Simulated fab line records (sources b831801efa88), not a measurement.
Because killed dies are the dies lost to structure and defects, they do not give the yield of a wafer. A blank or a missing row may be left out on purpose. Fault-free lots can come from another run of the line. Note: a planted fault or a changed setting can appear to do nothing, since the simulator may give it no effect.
The tool behind it: which one? + flow sky130 + Sampling: 13 lots, 39 wafers, 4 of 708 route steps

== WHAT THE GAUGES SHOWED, per wafer ==
SKY_VT_ADJUST_LVTN_OVL_MEAS_07. Usual: VT_ADJUST_LVTN_OVL gives -0.2 nm (standard deviation 1.5).
| lot  | measured     | on         | VT_ADJUST_LVTN_OVL (nm) | flag |
|------|--------------|------------|-------------------------|------|
| L110 | day 6 21:07  | overlay-02 | -0.4 -1.4 -0.6          |      |
| L112 | day 7 11:51  | overlay-02 | -1.7 -3.4 -0.8          |      |
| L114 | day 8 06:36  | overlay-01 | -1.5 0.3 -0.7           |      |
| L115 | day 8 06:57  | overlay-01 | 2.5 -0.9 0.0            |      |
| L116 | day 8 09:53  | overlay-02 | 0.2 -0.2 -0.6           |      |
| L117 | day 8 20:27  | overlay-02 | -1.9 1.2 -0.7           |      |
| L119 | day 9 10:50  | overlay-01 | -2.1 -1.0 0.3           |      |
| L120 | day 9 14:32  | overlay-01 | -1.0 -0.7 -2.9          |      |
| L121 | day 10 03:53 | overlay-01 | -0.1 0.6 0.0            |      |
| L126 | day 12 03:52 | overlay-01 | -0.4 1.0 -1.4           |      |
| L128 | day 12 04:13 | overlay-02 | -0.3 1.6 -1.4           |      |
| L131 | day 12 19:12 | overlay-01 | -0.2 1.1 2.8            |      |
| L133 | day 13 11:38 | overlay-01 | 2.7 3.7 2.2             |      |

== WHAT TOOL EACH LOT RAN ON (gives the tool, then ch and the chambers of the sampled wafers, and finally the start) ==
| lot  | SKY_FIELD_ISO_CMP_27         | SKY_FIELD_ISO_WET_ETCH_30     | SKY_DNWELL_STRIP_08                |
|------|------------------------------|-------------------------------|------------------------------------|
| L110 | cmp-01 ch 0,1,3, day 2 09:24 | wetBench-04 ch 1, day 2 10:14 | plasmaAsher-04 ch 0,1, day 3 03:05 |
| L112 | cmp-01 ch 1,2, day 2 19:08   | wetBench-01 ch 2, day 2 19:58 | plasmaAsher-04 ch 0,1, day 3 12:26 |
| L114 | cmp-01 ch 0,3, day 3 07:13   | wetBench-01 ch 3, day 3 08:03 | plasmaAsher-02 ch 0,1, day 4 02:29 |
| L115 | cmp-02 ch 0,1,3, day 3 09:25 | wetBench-02 ch 0, day 3 10:10 | plasmaAsher-02 ch 0,1, day 4 03:59 |
| L116 | cmp-02 ch 0,3, day 3 14:40   | wetBench-04 ch 1, day 3 15:31 | plasmaAsher-02 ch 0,1, day 4 09:42 |
| L117 | cmp-02 ch 1,2,3, day 3 22:48 | wetBench-02 ch 0, day 3 23:32 | plasmaAsher-02 ch 1, day 4 19:06   |
| L119 | cmp-02 ch 0,1,3, day 4 08:46 | wetBench-04 ch 1, day 4 09:36 | plasmaAsher-01 ch 0,1, day 5 04:51 |
| L120 | cmp-01 ch 0,2, day 4 13:10   | wetBench-04 ch 3, day 4 14:00 | plasmaAsher-04 ch 0, day 5 10:39   |
| L121 | cmp-02 ch 0,1,3, day 4 22:10 | wetBench-02 ch 1, day 4 23:00 | plasmaAsher-02 ch 0,1, day 5 18:45 |
| L126 | cmp-02 ch 1,2,3, day 6 07:12 | wetBench-02 ch 0, day 6 08:02 | plasmaAsher-02 ch 0,1, day 7 11:17 |
| L128 | cmp-01 ch 0,2,3, day 6 10:22 | wetBench-02 ch 3, day 6 11:03 | plasmaAsher-04 ch 0,1, day 7 11:41 |
| L131 | cmp-02 ch 0,2,3, day 7 02:48 | wetBench-02 ch 0, day 7 03:35 | plasmaAsher-02 ch 0, day 8 00:15   |
| L133 | cmp-02 ch 1,2,3, day 7 14:53 | wetBench-04 ch 3, day 7 15:43 | plasmaAsher-02 ch 0,1, day 8 14:11 |
- SKY_FIELD_ISO_CMP_27: polishes, stops on Si3N4, t overpolish 16 s, target thk 457.8 nm.
- SKY_FIELD_ISO_WET_ETCH_30: etches SiO2 in dHF, target depth 25 nm, time 50 s.
- SKY_DNWELL_STRIP_08: strips in O2/N2.

== WHAT THE TOOLS THEMSELVES READ (means of the sampled wafers that have a number; where no wafer has one, the mark that the record gives instead) ==
SKY_FIELD_ISO_CMP_27. Usual: motorCurrentA 12.3 A, standard deviation 0.59; overpolishRunS 16.000 s, standard deviation 0.0099; platenRpm 60.00 rpm, standard deviation 0.038; retainingRingPressureFrac 1.000, standard deviation 0.0051; timeToEndpointS 115 s, standard deviation 4.3.
| lot  | tool   | motorCurrentA (A) | overpolishRunS (s) | platenRpm (rpm) | retainingRingPressureFrac | timeToEndpointS (s) | flag |
|------|--------|-------------------|--------------------|-----------------|---------------------------|---------------------|------|
| L110 | cmp-01 | 12.0              | 16.004             | 59.98           | 0.999                     | 115                 |      |
| L112 | cmp-01 | 11.9              | 15.994             | 60.00           | 1.002                     | 114                 |      |
| L114 | cmp-01 | 12.8              | 15.997             | 60.02           | 0.996                     | 115                 |      |
| L115 | cmp-02 | 12.1              | 16.003             | 60.00           | 0.998                     | 112                 |      |
| L116 | cmp-02 | 12.8              | 16.000             | 59.99           | 1.000                     | 114                 |      |
| L117 | cmp-02 | 12.6              | 16.007             | 59.98           | 1.000                     | 115                 |      |
| L119 | cmp-02 | 12.2              | 16.004             | 59.98           | 0.996                     | 115                 |      |
| L120 | cmp-01 | 11.9              | 15.999             | 60.02           | 0.997                     | 114                 |      |
| L121 | cmp-02 | 12.4              | 16.011             | 60.03           | 1.001                     | 114                 |      |
| L126 | cmp-02 | 12.9              | 15.993             | 60.01           | 0.990                     | 112                 |      |
| L128 | cmp-01 | 12.2              | 16.002             | 60.00           | 1.000                     | 113                 |      |
| L131 | cmp-02 | 12.5              | 15.998             | 59.99           | 1.002                     | 116                 |      |
| L133 | cmp-02 | 12.4              | 16.005             | 60.00           | 1.000                     | 114                 |      |

SKY_FIELD_ISO_WET_ETCH_30. Usual: bathHeatDutyPct 6.8 %, standard deviation 0.9; tempC 25.00 C, standard deviation 0.11.
| lot  | tool        | bathHeatDutyPct (%) | tempC (C) | flag |
|------|-------------|---------------------|-----------|------|
| L110 | wetBench-04 | 8.1                 | 24.99     |      |
| L112 | wetBench-01 | 6.5                 | 25.03     |      |
| L114 | wetBench-01 | 7.4                 | 24.89     |      |
| L115 | wetBench-02 | 6.4                 | 25.06     |      |
| L116 | wetBench-04 | 8.0                 | 25.05     |      |
| L117 | wetBench-02 | 6.1                 | 24.99     |      |
| L119 | wetBench-04 | 7.7                 | 25.06     |      |
| L120 | wetBench-04 | 6.3                 | 24.94     |      |
| L121 | wetBench-02 | 5.8                 | 25.14     |      |
| L126 | wetBench-02 | 6.8                 | 25.00     |      |
| L128 | wetBench-02 | 26.8                | 39.92     | OFF  |
| L131 | wetBench-02 | 27.4                | 39.90     | OFF  |
| L133 | wetBench-04 | 6.2                 | 25.14     |      |

SKY_DNWELL_STRIP_08. Usual: drypumpMotorCurrentA 5.4 A, standard deviation 0.51; oesProductAu 0.722 a.u., standard deviation 0.0044; stripTimeToEndpointS 36.96 s, standard deviation 0.1.
| lot  | tool           | drypumpMotorCurrentA (A) | oesProductAu (a.u.) | stripTimeToEndpointS (s) | flag |
|------|----------------|--------------------------|---------------------|--------------------------|------|
| L110 | plasmaAsher-04 | 5.9                      | 0.726               | 36.86                    |      |
| L112 | plasmaAsher-04 | 5.4                      | 0.727               | 37.09                    |      |
| L114 | plasmaAsher-02 | 5.0                      | 0.724               | 36.88                    |      |
| L115 | plasmaAsher-02 | 5.1                      | 0.724               | 37.05                    |      |
| L116 | plasmaAsher-02 | 5.1                      | 0.719               | 36.97                    |      |
| L117 | plasmaAsher-02 | 4.9                      | 0.724               | 37.17                    |      |
| L119 | plasmaAsher-01 | 5.7                      | 0.726               | 36.93                    |      |
| L120 | plasmaAsher-04 | 6.3                      | 0.715               | 37.07                    |      |
| L121 | plasmaAsher-02 | 5.1                      | 0.724               | 36.82                    |      |
| L126 | plasmaAsher-02 | 5.0                      | 0.725               | 36.86                    |      |
| L128 | plasmaAsher-04 | 5.9                      | 0.724               | 37.08                    |      |
| L131 | plasmaAsher-02 | 5.2                      | 0.723               | 36.99                    |      |
| L133 | plasmaAsher-02 | 5.1                      | 0.718               | 37.02                    |      |

== THE ANSWER, worked out from the rows above alone ==
Rule: a lot is off if the mean of its wafers that have a number lies more than 3 standard deviations from the usual mean. Also off: a lot with no number at a reading for which 4 or more lots have one. Where the step has rows for the other lots, those lots are counted as sound. First the gauges in route order, then the tools' own readings, where a lot's mean is used as printed above. The first step at which some lot is off is used, and at that step the reading that is off furthest; a lot without a number counts as furthest.
Off, at SKY_FIELD_ISO_WET_ETCH_30 on tempC: L128, L131.
A tool fits if, at that step or a process step before it, it ran every lot that is off, and no sound lot after the first of them. One fits: wetBench-02 at SKY_FIELD_ISO_WET_ETCH_30. Its last sound lot is L126 (day 6 08:02), its first lot that is off L128 (day 6 11:03): a fault that began between those two fits.
The tool's own readings at SKY_FIELD_ISO_WET_ETCH_30 bear it out: on the lots that are off they differ by more than 5 times the standard deviation of the sound lots' means. bathHeatDutyPct reads 27.1 % there against 6.8 % on the sound lots; tempC reads 39.91 C there against 25.03 C on the sound lots.

== WHAT THE SIMULATOR HAD INSERTED ==
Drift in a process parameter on wetBench-02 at SKY_FIELD_ISO_WET_ETCH_30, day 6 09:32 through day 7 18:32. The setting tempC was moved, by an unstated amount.
Shown lots that were struck: L128, L131. The same result came from the rule above.
